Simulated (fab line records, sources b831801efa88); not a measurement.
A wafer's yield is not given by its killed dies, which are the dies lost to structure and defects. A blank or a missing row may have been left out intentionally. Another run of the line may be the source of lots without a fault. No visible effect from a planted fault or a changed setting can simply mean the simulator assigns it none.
Which tool is to blame?    flow gf180mcu    Sampling: 6 lots, 18 wafers, 2 of 602 route steps

== WHAT THE GAUGES SHOWED, per wafer ==
GF_V3_CD_MEAS_14: target cd 260 nm.
lot   measured      on         cd nm (nm)
L644  day 23 03:14  cd sem-02  259.3 260.0 260.1
L647  day 24 09:29  cd sem-02  259.3 258.5 259.9
L650  day 26 02:58  cd sem-01  257.8 259.7 259.5
L653  day 26 22:46  cd sem-01  260.3 260.8 260.5
L656  day 27 10:31  cd sem-02  259.4 258.6 258.8
L658  day 28 09:11  cd sem-01  277.9 278.7 279.0

== TOOL THAT RAN EACH LOT (tool first, then ch and the chambers of the sampled wafers, then the start) ==
lot   GF_V3_PEB_12
L644  litho track-04 ch 0, day 23 02:55
L647  litho track-04 ch 0, day 24 09:10
L650  litho track-03 ch 0, day 26 02:37
L653  litho track-01 ch 0, day 26 22:25
L656  litho track-03 ch 0, day 27 10:11
L658  litho track-03 ch 0, day 28 08:51
- GF_V3_PEB_12: peb time 90 s.

== THE ANSWER, worked out from the rows above alone ==
Rule: what is usual is taken from the lots themselves. The widest of any qualifying gaps counts: lots, ordered by their means at a reading, are off when they make up no more than a third of the lots, leave a main group of 4 or more, and stand apart from it by 3 or more times the standard deviation of that group's means. The tables above print the reading to a certain number of digits; a main group whose means all agree to those digits is not used. A lot without any number at a reading at which 4 lots or more have one is off too. Where the step has rows for the other lots, those lots are counted as sound.
Off, at GF_V3_CD_MEAS_14 on cd nm: L658. Main group: mean 259.5 nm, sd 0.6.
A tool fits if, at a process step before that reading, it ran every lot that is off, and no sound lot after the first of them. Those tools and the gauges at GF_V3_CD_MEAS_14 are tried in the same way. This does not decide it: 2 tools fit, namely litho track-03 at GF_V3_PEB_12 and cd sem-01 at GF_V3_CD_MEAS_14.

== WHAT WAS PUT IN BY THE SIMULATOR ==
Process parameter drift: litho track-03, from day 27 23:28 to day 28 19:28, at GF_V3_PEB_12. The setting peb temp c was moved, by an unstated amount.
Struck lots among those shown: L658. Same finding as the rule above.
